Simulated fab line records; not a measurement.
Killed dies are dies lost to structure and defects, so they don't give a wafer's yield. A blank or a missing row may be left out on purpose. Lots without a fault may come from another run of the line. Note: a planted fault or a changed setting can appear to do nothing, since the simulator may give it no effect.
Which tool did it? || flow sky130 || Sampling: 24 lots, 72 wafers, 6 of 708 route steps

## WHAT THE GAUGES SHOWED, per wafer
SKY_SONOS_ONO_THK_MEAS_05. Usual: for SONOS_ONO_CVD_04_THK the level is 5.75 nm and the standard deviation is 0.1.
{"lot": "L074", "measured": "day 11 10:53", "on": "film_metro-02", "SONOS_ONO_CVD_04_THK (nm)": "5.61 5.74 5.68", "flag": ""}
{"lot": "L075", "measured": "day 11 19:24", "on": "film_metro-01", "SONOS_ONO_CVD_04_THK (nm)": "5.74 5.81 5.91", "flag": ""}
{"lot": "L076", "measured": "day 12 06:08", "on": "film_metro-04", "SONOS_ONO_CVD_04_THK (nm)": "5.93 5.89 5.87", "flag": ""}
{"lot": "L077", "measured": "day 12 18:55", "on": "film_metro-01", "SONOS_ONO_CVD_04_THK (nm)": "5.86 5.80 5.85", "flag": ""}
{"lot": "L078", "measured": "day 13 04:26", "on": "film_metro-02", "SONOS_ONO_CVD_04_THK (nm)": "5.82 5.81 5.79", "flag": ""}
{"lot": "L079", "measured": "day 13 06:50", "on": "film_metro-01", "SONOS_ONO_CVD_04_THK (nm)": "5.73 5.60 5.65", "flag": ""}
{"lot": "L080", "measured": "day 13 15:40", "on": "film_metro-02", "SONOS_ONO_CVD_04_THK (nm)": "5.79 5.72 5.70", "flag": ""}
{"lot": "L081", "measured": "day 13 23:22", "on": "film_metro-02", "SONOS_ONO_CVD_04_THK (nm)": "5.81 5.71 5.75", "flag": ""}
{"lot": "L082", "measured": "day 14 07:41", "on": "film_metro-02", "SONOS_ONO_CVD_04_THK (nm)": "5.67 5.56 5.69", "flag": ""}
{"lot": "L083", "measured": "day 14 18:38", "on": "film_metro-02", "SONOS_ONO_CVD_04_THK (nm)": "5.80 5.94 5.91", "flag": ""}
{"lot": "L084", "measured": "day 14 18:38", "on": "film_metro-01", "SONOS_ONO_CVD_04_THK (nm)": "5.76 5.83 5.95", "flag": ""}
{"lot": "L085", "measured": "day 15 05:16", "on": "film_metro-02", "SONOS_ONO_CVD_04_THK (nm)": "5.75 5.55 5.55", "flag": ""}
{"lot": "L086", "measured": "day 16 04:19", "on": "film_metro-02", "SONOS_ONO_CVD_04_THK (nm)": "5.88 5.96 5.84", "flag": ""}
{"lot": "L087", "measured": "day 16 07:35", "on": "film_metro-02", "SONOS_ONO_CVD_04_THK (nm)": "5.66 5.63 5.57", "flag": ""}
{"lot": "L089", "measured": "day 16 18:23", "on": "film_metro-04", "SONOS_ONO_CVD_04_THK (nm)": "5.76 5.86 5.87", "flag": ""}
{"lot": "L088", "measured": "day 16 18:23", "on": "film_metro-01", "SONOS_ONO_CVD_04_THK (nm)": "5.82 5.84 5.81", "flag": ""}
{"lot": "L090", "measured": "day 16 22:58", "on": "film_metro-01", "SONOS_ONO_CVD_04_THK (nm)": "5.68 5.63 5.66", "flag": ""}
{"lot": "L091", "measured": "day 17 05:26", "on": "film_metro-02", "SONOS_ONO_CVD_04_THK (nm)": "5.77 5.74 5.69", "flag": ""}
{"lot": "L092", "measured": "day 17 18:31", "on": "film_metro-04", "SONOS_ONO_CVD_04_THK (nm)": "5.74 5.69 5.80", "flag": ""}
{"lot": "L093", "measured": "day 17 22:52", "on": "film_metro-01", "SONOS_ONO_CVD_04_THK (nm)": "5.70 5.78 5.75", "flag": ""}
{"lot": "L094", "measured": "day 18 09:40", "on": "film_metro-04", "SONOS_ONO_CVD_04_THK (nm)": "5.81 5.84 5.67", "flag": ""}
{"lot": "L095", "measured": "day 18 15:35", "on": "film_metro-04", "SONOS_ONO_CVD_04_THK (nm)": "5.65 5.54 5.54", "flag": ""}
{"lot": "L096", "measured": "day 19 01:38", "on": "film_metro-02", "SONOS_ONO_CVD_04_THK (nm)": "5.80 5.80 5.61", "flag": ""}
{"lot": "L097", "measured": "day 19 05:14", "on": "film_metro-02", "SONOS_ONO_CVD_04_THK (nm)": "5.75 5.68 5.77", "flag": ""}

SKY_POLY_GATE_CD_MEAS_13: the cd target is 150 nm. Usual: cd_nm at 150.3 nm, with a standard deviation of 1.4.
{"lot": "L074", "measured": "day 16 05:30", "on": "cd_sem-02", "cd_nm (nm)": "151.9 150.7 151.2", "flag": ""}
{"lot": "L075", "measured": "day 16 13:34", "on": "cd_sem-01", "cd_nm (nm)": "150.1 149.8 149.6", "flag": ""}
{"lot": "L076", "measured": "day 17 00:01", "on": "cd_sem-02", "cd_nm (nm)": "150.1 149.7 149.2", "flag": ""}
{"lot": "L077", "measured": "day 17 15:38", "on": "cd_sem-01", "cd_nm (nm)": "151.0 150.7 149.7", "flag": ""}
{"lot": "L078", "measured": "day 18 02:31", "on": "cd_sem-01", "cd_nm (nm)": "151.3 150.8 150.8", "flag": ""}
{"lot": "L079", "measured": "day 18 05:02", "on": "cd_sem-02", "cd_nm (nm)": "151.7 151.9 152.8", "flag": ""}
{"lot": "L080", "measured": "day 18 16:46", "on": "cd_sem-02", "cd_nm (nm)": "150.7 151.0 149.7", "flag": ""}
{"lot": "L081", "measured": "day 19 05:26", "on": "cd_sem-01", "cd_nm (nm)": "148.2 148.5 148.2", "flag": ""}
{"lot": "L082", "measured": "day 19 10:13", "on": "cd_sem-01", "cd_nm (nm)": "152.2 151.8 151.9", "flag": ""}
{"lot": "L083", "measured": "day 20 01:34", "on": "cd_sem-01", "cd_nm (nm)": "151.5 151.2 151.2", "flag": ""}
{"lot": "L084", "measured": "day 20 00:20", "on": "cd_sem-01", "cd_nm (nm)": "149.0 146.9 148.4", "flag": ""}
{"lot": "L085", "measured": "day 20 12:11", "on": "cd_sem-02", "cd_nm (nm)": "150.0 152.2 150.5", "flag": ""}
{"lot": "L086", "measured": "day 21 11:11", "on": "cd_sem-02", "cd_nm (nm)": "150.6 149.8 150.2", "flag": ""}
{"lot": "L087", "measured": "day 21 16:56", "on": "cd_sem-02", "cd_nm (nm)": "149.5 149.6 150.0", "flag": ""}
{"lot": "L089", "measured": "day 22 02:10", "on": "cd_sem-01", "cd_nm (nm)": "149.1 149.4 149.6", "flag": ""}
{"lot": "L088", "measured": "day 22 03:44", "on": "cd_sem-02", "cd_nm (nm)": "150.7 150.4 150.0", "flag": ""}
{"lot": "L090", "measured": "day 22 11:04", "on": "cd_sem-01", "cd_nm (nm)": "149.2 148.0 148.6", "flag": ""}
{"lot": "L091", "measured": "day 22 13:58", "on": "cd_sem-02", "cd_nm (nm)": "152.2 152.1 152.8", "flag": ""}
{"lot": "L092", "measured": "day 23 05:03", "on": "cd_sem-02", "cd_nm (nm)": "148.5 148.1 149.8", "flag": ""}
{"lot": "L093", "measured": "day 23 07:41", "on": "cd_sem-01", "cd_nm (nm)": "153.6 152.1 152.8", "flag": ""}
{"lot": "L094", "measured": "day 23 20:58", "on": "cd_sem-01", "cd_nm (nm)": "149.6 148.5 149.9", "flag": ""}
{"lot": "L095", "measured": "day 23 23:22", "on": "cd_sem-01", "cd_nm (nm)": "148.7 149.8 147.9", "flag": ""}
{"lot": "L096", "measured": "day 24 11:40", "on": "cd_sem-02", "cd_nm (nm)": "150.6 150.9 149.5", "flag": ""}
{"lot": "L097", "measured": "day 24 14:13", "on": "cd_sem-02", "cd_nm (nm)": "151.3 149.7 149.9", "flag": ""}

SKY_METAL1_RS_MEAS_05: the measuring method here is four-point-probe. Usual: for METAL1_ALCU_RS the level is 0.1271 ohm/sq and the standard deviation is 0.0015.
{"lot": "L074", "measured": "day 31 13:45", "on": "film_metro-04", "METAL1_ALCU_RS (ohm/sq)": "0.1239 0.1244 0.1266", "flag": ""}
{"lot": "L075", "measured": "day 31 21:41", "on": "film_metro-04", "METAL1_ALCU_RS (ohm/sq)": "0.1270 0.1279 0.1279", "flag": ""}
{"lot": "L076", "measured": "day 32 08:13", "on": "film_metro-03", "METAL1_ALCU_RS (ohm/sq)": "0.1264 0.1264 0.1267", "flag": ""}
{"lot": "L077", "measured": "day 32 20:52", "on": "film_metro-03", "METAL1_ALCU_RS (ohm/sq)": "0.1244 0.1260 0.1253", "flag": ""}
{"lot": "L078", "measured": "day 33 11:41", "on": "film_metro-02", "METAL1_ALCU_RS (ohm/sq)": "0.1269 0.1272 0.1265", "flag": ""}
{"lot": "L079", "measured": "day 33 12:48", "on": "film_metro-03", "METAL1_ALCU_RS (ohm/sq)": "0.1276 0.1281 0.1272", "flag": ""}
{"lot": "L080", "measured": "day 33 19:38", "on": "film_metro-02", "METAL1_ALCU_RS (ohm/sq)": "0.1262 0.1240 0.1250", "flag": ""}
{"lot": "L081", "measured": "day 34 03:12", "on": "film_metro-03", "METAL1_ALCU_RS (ohm/sq)": "0.1286 0.1291 0.1292", "flag": ""}
{"lot": "L082", "measured": "day 34 11:08", "on": "film_metro-02", "METAL1_ALCU_RS (ohm/sq)": "0.1245 0.1255 0.1278", "flag": ""}
{"lot": "L083", "measured": "day 35 01:28", "on": "film_metro-03", "METAL1_ALCU_RS (ohm/sq)": "0.1259 0.1273 0.1242", "flag": ""}
{"lot": "L084", "measured": "day 35 01:54", "on": "film_metro-03", "METAL1_ALCU_RS (ohm/sq)": "0.1274 0.1264 0.1264", "flag": ""}
{"lot": "L085", "measured": "day 35 10:53", "on": "film_metro-03", "METAL1_ALCU_RS (ohm/sq)": "0.1282 0.1293 0.1277", "flag": ""}
{"lot": "L086", "measured": "day 36 02:51", "on": "film_metro-02", "METAL1_ALCU_RS (ohm/sq)": "0.1276 0.1302 0.1280", "flag": ""}
{"lot": "L087", "measured": "day 36 08:41", "on": "film_metro-04", "METAL1_ALCU_RS (ohm/sq)": "0.1261 0.1260 0.1262", "flag": ""}
{"lot": "L089", "measured": "day 36 16:44", "on": "film_metro-02", "METAL1_ALCU_RS (ohm/sq)": "0.1268 0.1254 0.1256", "flag": ""}
{"lot": "L088", "measured": "day 36 20:36", "on": "film_metro-02", "METAL1_ALCU_RS (ohm/sq)": "0.1285 0.1267 0.1264", "flag": ""}
{"lot": "L090", "measured": "day 36 21:50", "on": "film_metro-04", "METAL1_ALCU_RS (ohm/sq)": "0.1261 0.1263 0.1243", "flag": ""}
{"lot": "L091", "measured": "day 37 01:50", "on": "film_metro-02", "METAL1_ALCU_RS (ohm/sq)": "0.1285 0.1274 0.1275", "flag": ""}
{"lot": "L092", "measured": "day 37 17:23", "on": "film_metro-04", "METAL1_ALCU_RS (ohm/sq)": "0.1297 0.1296 0.1283", "flag": ""}
{"lot": "L093", "measured": "day 37 19:40", "on": "film_metro-02", "METAL1_ALCU_RS (ohm/sq)": "0.1281 0.1276 0.1287", "flag": ""}
{"lot": "L094", "measured": "day 38 09:11", "on": "film_metro-02", "METAL1_ALCU_RS (ohm/sq)": "0.1265 0.1263 0.1250", "flag": ""}
{"lot": "L095", "measured": "day 38 12:07", "on": "film_metro-03", "METAL1_ALCU_RS (ohm/sq)": "0.1273 0.1263 0.1282", "flag": ""}
{"lot": "L096", "measured": "day 38 17:25", "on": "film_metro-02", "METAL1_ALCU_RS (ohm/sq)": "0.1295 0.1275 0.1284", "flag": ""}
{"lot": "L097", "measured": "day 38 20:17", "on": "film_metro-02", "METAL1_ALCU_RS (ohm/sq)": "0.1262 0.1279 0.1286", "flag": ""}

SKY_METAL2_RS_MEAS_05: the measuring method here is four-point-probe. Usual: for METAL2_ALCU_RS the level is 0.1268 ohm/sq and the standard deviation is 0.0014.
{"lot": "L074", "measured": "day 33 23:32", "on": "film_metro-03", "METAL2_ALCU_RS (ohm/sq)": "0.1241 0.1244 0.1263", "flag": ""}
{"lot": "L075", "measured": "day 34 07:01", "on": "film_metro-02", "METAL2_ALCU_RS (ohm/sq)": "0.1252 0.1281 0.1246", "flag": ""}
{"lot": "L076", "measured": "day 34 15:38", "on": "film_metro-02", "METAL2_ALCU_RS (ohm/sq)": "0.1288 0.1274 0.1273", "flag": ""}
{"lot": "L077", "measured": "day 35 04:43", "on": "film_metro-01", "METAL2_ALCU_RS (ohm/sq)": "0.1284 0.1287 0.1275", "flag": ""}
{"lot": "L078", "measured": "day 35 19:22", "on": "film_metro-02", "METAL2_ALCU_RS (ohm/sq)": "0.1293 0.1278 0.1301", "flag": ""}
{"lot": "L079", "measured": "day 35 20:26", "on": "film_metro-02", "METAL2_ALCU_RS (ohm/sq)": "0.1280 0.1262 0.1279", "flag": ""}
{"lot": "L080", "measured": "day 36 04:19", "on": "film_metro-02", "METAL2_ALCU_RS (ohm/sq)": "0.1256 0.1254 0.1259", "flag": ""}
{"lot": "L081", "measured": "day 36 11:25", "on": "film_metro-02", "METAL2_ALCU_RS (ohm/sq)": "0.1263 0.1264 0.1283", "flag": ""}
{"lot": "L082", "measured": "day 36 19:37", "on": "film_metro-02", "METAL2_ALCU_RS (ohm/sq)": "0.1274 0.1286 0.1278", "flag": ""}
{"lot": "L083", "measured": "day 37 09:06", "on": "film_metro-02", "METAL2_ALCU_RS (ohm/sq)": "0.1272 0.1296 0.1272", "flag": ""}
{"lot": "L084", "measured": "day 37 09:26", "on": "film_metro-03", "METAL2_ALCU_RS (ohm/sq)": "0.1281 0.1297 0.1285", "flag": ""}
{"lot": "L085", "measured": "day 37 18:07", "on": "film_metro-01", "METAL2_ALCU_RS (ohm/sq)": "0.1245 0.1238 0.1243", "flag": ""}
{"lot": "L086", "measured": "day 38 09:53", "on": "film_metro-01", "METAL2_ALCU_RS (ohm/sq)": "0.1247 0.1248 0.1262", "flag": ""}
{"lot": "L087", "measured": "day 38 15:09", "on": "film_metro-02", "METAL2_ALCU_RS (ohm/sq)": "0.1254 0.1266 0.1276", "flag": ""}
{"lot": "L089", "measured": "day 38 22:44", "on": "film_metro-02", "METAL2_ALCU_RS (ohm/sq)": "0.1275 0.1258 0.1272", "flag": ""}
{"lot": "L088", "measured": "day 39 03:43", "on": "film_metro-01", "METAL2_ALCU_RS (ohm/sq)": "0.1246 0.1271 0.1274", "flag": ""}
{"lot": "L090", "measured": "day 39 04:00", "on": "film_metro-03", "METAL2_ALCU_RS (ohm/sq)": "0.1259 0.1272 0.1272", "flag": ""}
{"lot": "L091", "measured": "day 39 08:09", "on": "film_metro-02", "METAL2_ALCU_RS (ohm/sq)": "0.1254 0.1283 0.1260", "flag": ""}
{"lot": "L092", "measured": "day 39 23:13", "on": "film_metro-01", "METAL2_ALCU_RS (ohm/sq)": "0.1257 0.1257 0.1265", "flag": ""}
{"lot": "L093", "measured": "day 40 02:45", "on": "film_metro-03", "METAL2_ALCU_RS (ohm/sq)": "0.1259 0.1270 0.1282", "flag": ""}
{"lot": "L094", "measured": "day 40 13:41", "on": "film_metro-02", "METAL2_ALCU_RS (ohm/sq)": "0.1268 0.1272 0.1253", "flag": ""}
{"lot": "L095", "measured": "day 40 17:46", "on": "film_metro-03", "METAL2_ALCU_RS (ohm/sq)": "0.1277 0.1284 0.1283", "flag": ""}
{"lot": "L096", "measured": "day 40 23:00", "on": "film_metro-02", "METAL2_ALCU_RS (ohm/sq)": "0.1279 0.1277 0.1272", "flag": ""}
{"lot": "L097", "measured": "day 41 00:38", "on": "film_metro-03", "METAL2_ALCU_RS (ohm/sq)": "0.1270 0.1246 0.1252", "flag": ""}

## TOOL THAT RAN EACH LOT (tool first, then ch and the chambers of the sampled wafers, then the start)
{"lot": "L074", "SKY_METAL1_SPUTTER_00": "pvd_sputter-04, day 31 13:34", "SKY_VIA1_CMP_24": "cmp-02 ch 1,2, day 33 23:07"}
{"lot": "L075", "SKY_METAL1_SPUTTER_00": "pvd_sputter-01, day 31 21:32", "SKY_VIA1_CMP_24": "cmp-01 ch 0,1,2, day 34 06:35"}
{"lot": "L076", "SKY_METAL1_SPUTTER_00": "pvd_sputter-01, day 32 08:04", "SKY_VIA1_CMP_24": "cmp-01 ch 1,2, day 34 15:12"}
{"lot": "L077", "SKY_METAL1_SPUTTER_00": "pvd_sputter-04, day 32 20:42", "SKY_VIA1_CMP_24": "cmp-01 ch 0,2,3, day 35 04:24"}
{"lot": "L078", "SKY_METAL1_SPUTTER_00": "pvd_sputter-02, day 33 11:31", "SKY_VIA1_CMP_24": "cmp-02 ch 0,2,3, day 35 18:59"}
{"lot": "L079", "SKY_METAL1_SPUTTER_00": "pvd_sputter-04, day 33 12:38", "SKY_VIA1_CMP_24": "cmp-02 ch 1,2,3, day 35 20:02"}
{"lot": "L080", "SKY_METAL1_SPUTTER_00": "pvd_sputter-01, day 33 19:27", "SKY_VIA1_CMP_24": "cmp-01 ch 1,2, day 36 03:50"}
{"lot": "L081", "SKY_METAL1_SPUTTER_00": "pvd_sputter-01, day 34 03:02", "SKY_VIA1_CMP_24": "cmp-02 ch 1,3, day 36 10:58"}
{"lot": "L082", "SKY_METAL1_SPUTTER_00": "pvd_sputter-04, day 34 10:57", "SKY_VIA1_CMP_24": "cmp-02 ch 0,2,3, day 36 19:16"}
{"lot": "L083", "SKY_METAL1_SPUTTER_00": "pvd_sputter-02, day 35 01:20", "SKY_VIA1_CMP_24": "cmp-02 ch 0,1,2, day 37 08:40"}
{"lot": "L084", "SKY_METAL1_SPUTTER_00": "pvd_sputter-04, day 35 01:44", "SKY_VIA1_CMP_24": "cmp-02 ch 1,2,3, day 37 09:05"}
{"lot": "L085", "SKY_METAL1_SPUTTER_00": "pvd_sputter-04, day 35 10:43", "SKY_VIA1_CMP_24": "cmp-01 ch 1,2,3, day 37 17:39"}
{"lot": "L086", "SKY_METAL1_SPUTTER_00": "pvd_sputter-01, day 36 02:39", "SKY_VIA1_CMP_24": "cmp-01 ch 0,1,2, day 38 09:32"}
{"lot": "L087", "SKY_METAL1_SPUTTER_00": "pvd_sputter-01, day 36 08:31", "SKY_VIA1_CMP_24": "cmp-02 ch 0,1,2, day 38 14:47"}
{"lot": "L089", "SKY_METAL1_SPUTTER_00": "pvd_sputter-01, day 36 16:36", "SKY_VIA1_CMP_24": "cmp-02 ch 0,2,3, day 38 22:17"}
{"lot": "L088", "SKY_METAL1_SPUTTER_00": "pvd_sputter-04, day 36 20:26", "SKY_VIA1_CMP_24": "cmp-02 ch 1,2, day 39 03:19"}
{"lot": "L090", "SKY_METAL1_SPUTTER_00": "pvd_sputter-02, day 36 21:41", "SKY_VIA1_CMP_24": "cmp-02 ch 1,2,3, day 39 03:34"}
{"lot": "L091", "SKY_METAL1_SPUTTER_00": "pvd_sputter-02, day 37 01:41", "SKY_VIA1_CMP_24": "cmp-02 ch 0,2,3, day 39 07:43"}
{"lot": "L092", "SKY_METAL1_SPUTTER_00": "pvd_sputter-04, day 37 17:13", "SKY_VIA1_CMP_24": "cmp-02 ch 2,3, day 39 22:46"}
{"lot": "L093", "SKY_METAL1_SPUTTER_00": "pvd_sputter-04, day 37 19:30", "SKY_VIA1_CMP_24": "cmp-02 ch 0,3, day 40 02:20"}
{"lot": "L094", "SKY_METAL1_SPUTTER_00": "pvd_sputter-04, day 38 08:59", "SKY_VIA1_CMP_24": "cmp-01 ch 0,1, day 40 13:14"}
{"lot": "L095", "SKY_METAL1_SPUTTER_00": "pvd_sputter-01, day 38 11:59", "SKY_VIA1_CMP_24": "cmp-02 ch 0,1,2, day 40 17:19"}
{"lot": "L096", "SKY_METAL1_SPUTTER_00": "pvd_sputter-02, day 38 17:17", "SKY_VIA1_CMP_24": "cmp-02 ch 0,2,3, day 40 22:43"}
{"lot": "L097", "SKY_METAL1_SPUTTER_00": "pvd_sputter-04, day 38 20:08", "SKY_VIA1_CMP_24": "cmp-02 ch 1,2,3, day 41 00:11"}
- SKY_METAL1_SPUTTER_00: material Ti, target thk 15 nm, time 10 s.
- SKY_VIA1_CMP_24: polishes, stops on SiO2, t overpolish 15 s, target thk 0 nm.

## AS READ BY THE TOOLS THEMSELVES (means over the sampled wafers that have a number; for cases with no such wafer, the mark the record gives instead)
SKY_METAL1_SPUTTER_00. Usual: chamber_pressure_pa 0.4000 Pa, standard deviation 0.00067; throttle_valve_pct 29.8 %, standard deviation 1.
{"lot": "L074", "tool": "pvd_sputter-04", "chamber_pressure_pa (Pa)": 0.4001, "throttle_valve_pct (%)": 29.6, "flag": ""}
{"lot": "L075", "tool": "pvd_sputter-01", "chamber_pressure_pa (Pa)": 0.3997, "throttle_valve_pct (%)": 30.1, "flag": ""}
{"lot": "L076", "tool": "pvd_sputter-01", "chamber_pressure_pa (Pa)": 0.4005, "throttle_valve_pct (%)": 29.9, "flag": ""}
{"lot": "L077", "tool": "pvd_sputter-04", "chamber_pressure_pa (Pa)": 0.3999, "throttle_valve_pct (%)": 30.2, "flag": ""}
{"lot": "L078", "tool": "pvd_sputter-02", "chamber_pressure_pa (Pa)": 0.4006, "throttle_valve_pct (%)": 29.2, "flag": ""}
{"lot": "L079", "tool": "pvd_sputter-04", "chamber_pressure_pa (Pa)": 0.3999, "throttle_valve_pct (%)": 30.1, "flag": ""}
{"lot": "L080", "tool": "pvd_sputter-01", "chamber_pressure_pa (Pa)": 0.4000, "throttle_valve_pct (%)": 30.5, "flag": ""}
{"lot": "L081", "tool": "pvd_sputter-01", "chamber_pressure_pa (Pa)": 0.4002, "throttle_valve_pct (%)": 30.3, "flag": ""}
{"lot": "L082", "tool": "pvd_sputter-04", "chamber_pressure_pa (Pa)": 0.4001, "throttle_valve_pct (%)": 29.7, "flag": ""}
{"lot": "L083", "tool": "pvd_sputter-02", "chamber_pressure_pa (Pa)": 0.3997, "throttle_valve_pct (%)": 28.8, "flag": ""}
{"lot": "L084", "tool": "pvd_sputter-04", "chamber_pressure_pa (Pa)": 0.4007, "throttle_valve_pct (%)": 29.6, "flag": ""}
{"lot": "L085", "tool": "pvd_sputter-04", "chamber_pressure_pa (Pa)": 0.4003, "throttle_valve_pct (%)": 29.7, "flag": ""}
{"lot": "L086", "tool": "pvd_sputter-01", "chamber_pressure_pa (Pa)": 0.3994, "throttle_valve_pct (%)": 30.9, "flag": ""}
{"lot": "L087", "tool": "pvd_sputter-01", "chamber_pressure_pa (Pa)": 0.4000, "throttle_valve_pct (%)": 30.5, "flag": ""}
{"lot": "L089", "tool": "pvd_sputter-01", "chamber_pressure_pa (Pa)": 0.3996, "throttle_valve_pct (%)": 30.1, "flag": ""}
{"lot": "L088", "tool": "pvd_sputter-04", "chamber_pressure_pa (Pa)": 0.3999, "throttle_valve_pct (%)": 29.9, "flag": ""}
{"lot": "L090", "tool": "pvd_sputter-02", "chamber_pressure_pa (Pa)": 0.3996, "throttle_valve_pct (%)": 28.6, "flag": ""}
{"lot": "L091", "tool": "pvd_sputter-02", "chamber_pressure_pa (Pa)": 0.4003, "throttle_valve_pct (%)": 28.7, "flag": ""}
{"lot": "L092", "tool": "pvd_sputter-04", "chamber_pressure_pa (Pa)": 0.4000, "throttle_valve_pct (%)": 29.6, "flag": ""}
{"lot": "L093", "tool": "pvd_sputter-04", "chamber_pressure_pa (Pa)": 0.3994, "throttle_valve_pct (%)": 29.6, "flag": ""}
{"lot": "L094", "tool": "pvd_sputter-04", "chamber_pressure_pa (Pa)": 0.4000, "throttle_valve_pct (%)": 29.8, "flag": ""}
{"lot": "L095", "tool": "pvd_sputter-01", "chamber_pressure_pa (Pa)": 0.4004, "throttle_valve_pct (%)": 31.0, "flag": ""}
{"lot": "L096", "tool": "pvd_sputter-02", "chamber_pressure_pa (Pa)": 0.3999, "throttle_valve_pct (%)": 28.7, "flag": ""}
{"lot": "L097", "tool": "pvd_sputter-04", "chamber_pressure_pa (Pa)": 0.4001, "throttle_valve_pct (%)": 29.9, "flag": ""}

SKY_VIA1_CMP_24. Usual: motor_current_A 11.2 A, standard deviation 0.92; overpolish_run_s 14.999 s, standard deviation 0.0093; time_to_endpoint_s 64 s, standard deviation 3.7.
{"lot": "L074", "tool": "cmp-02", "motor_current_A (A)": 12.2, "overpolish_run_s (s)": 14.994, "time_to_endpoint_s (s)": 66, "flag": ""}
{"lot": "L075", "tool": "cmp-01", "motor_current_A (A)": 10.3, "overpolish_run_s (s)": 14.989, "time_to_endpoint_s (s)": 66, "flag": ""}
{"lot": "L076", "tool": "cmp-01", "motor_current_A (A)": 11.1, "overpolish_run_s (s)": 14.991, "time_to_endpoint_s (s)": 68, "flag": ""}
{"lot": "L077", "tool": "cmp-01", "motor_current_A (A)": 10.6, "overpolish_run_s (s)": 15.006, "time_to_endpoint_s (s)": 65, "flag": ""}
{"lot": "L078", "tool": "cmp-02", "motor_current_A (A)": 11.0, "overpolish_run_s (s)": 14.997, "time_to_endpoint_s (s)": 64, "flag": ""}
{"lot": "L079", "tool": "cmp-02", "motor_current_A (A)": 11.3, "overpolish_run_s (s)": 15.006, "time_to_endpoint_s (s)": 60, "flag": ""}
{"lot": "L080", "tool": "cmp-01", "motor_current_A (A)": 10.6, "overpolish_run_s (s)": 15.009, "time_to_endpoint_s (s)": 72, "flag": ""}
{"lot": "L081", "tool": "cmp-02", "motor_current_A (A)": 12.3, "overpolish_run_s (s)": 14.993, "time_to_endpoint_s (s)": 64, "flag": ""}
{"lot": "L082", "tool": "cmp-02", "motor_current_A (A)": 11.3, "overpolish_run_s (s)": 14.996, "time_to_endpoint_s (s)": 62, "flag": ""}
{"lot": "L083", "tool": "cmp-02", "motor_current_A (A)": 11.5, "overpolish_run_s (s)": 15.000, "time_to_endpoint_s (s)": 63, "flag": ""}
{"lot": "L084", "tool": "cmp-02", "motor_current_A (A)": 11.7, "overpolish_run_s (s)": 14.998, "time_to_endpoint_s (s)": 59, "flag": ""}
{"lot": "L085", "tool": "cmp-01", "motor_current_A (A)": 10.9, "overpolish_run_s (s)": 14.993, "time_to_endpoint_s (s)": 67, "flag": ""}
{"lot": "L086", "tool": "cmp-01", "motor_current_A (A)": 10.4, "overpolish_run_s (s)": 15.002, "time_to_endpoint_s (s)": 69, "flag": ""}
{"lot": "L087", "tool": "cmp-02", "motor_current_A (A)": 11.6, "overpolish_run_s (s)": 15.007, "time_to_endpoint_s (s)": 63, "flag": ""}
{"lot": "L089", "tool": "cmp-02", "motor_current_A (A)": 10.8, "overpolish_run_s (s)": 14.998, "time_to_endpoint_s (s)": 60, "flag": ""}
{"lot": "L088", "tool": "cmp-02", "motor_current_A (A)": 12.4, "overpolish_run_s (s)": 15.005, "time_to_endpoint_s (s)": 59, "flag": ""}
{"lot": "L090", "tool": "cmp-02", "motor_current_A (A)": 11.7, "overpolish_run_s (s)": 15.000, "time_to_endpoint_s (s)": 62, "flag": ""}
{"lot": "L091", "tool": "cmp-02", "motor_current_A (A)": 10.8, "overpolish_run_s (s)": 14.998, "time_to_endpoint_s (s)": 61, "flag": ""}
{"lot": "L092", "tool": "cmp-02", "motor_current_A (A)": 11.5, "overpolish_run_s (s)": 14.996, "time_to_endpoint_s (s)": 64, "flag": ""}
{"lot": "L093", "tool": "cmp-02", "motor_current_A (A)": 10.5, "overpolish_run_s (s)": 14.999, "time_to_endpoint_s (s)": 64, "flag": ""}
{"lot": "L094", "tool": "cmp-01", "motor_current_A (A)": 11.2, "overpolish_run_s (s)": 15.004, "time_to_endpoint_s (s)": 69, "flag": ""}
{"lot": "L095", "tool": "cmp-02", "motor_current_A (A)": 11.9, "overpolish_run_s (s)": 14.996, "time_to_endpoint_s (s)": 62, "flag": ""}
{"lot": "L096", "tool": "cmp-02", "motor_current_A (A)": 11.0, "overpolish_run_s (s)": 14.992, "time_to_endpoint_s (s)": 63, "flag": ""}
{"lot": "L097", "tool": "cmp-02", "motor_current_A (A)": 11.7, "overpolish_run_s (s)": 15.004, "time_to_endpoint_s (s)": 64, "flag": ""}

## THE ANSWER, worked out from the rows above alone
Rule: take the mean of a lot's wafers that have a number; if it is more than 3 standard deviations from the usual mean, the lot is off. A lot without any number at a reading at which 4 lots or more have one is off too. The other lots that the step has rows for count as sound. The gauges are gone through in route order, then the tools' own readings, and for those a lot's mean is taken as printed above. At the first step where some lot is off, the reading lying furthest off is the one used; lots without a number count as furthest.
No lot is off at any reading shown: from this, nothing can be told.

## WHAT THE SIMULATOR HAD PUT IN
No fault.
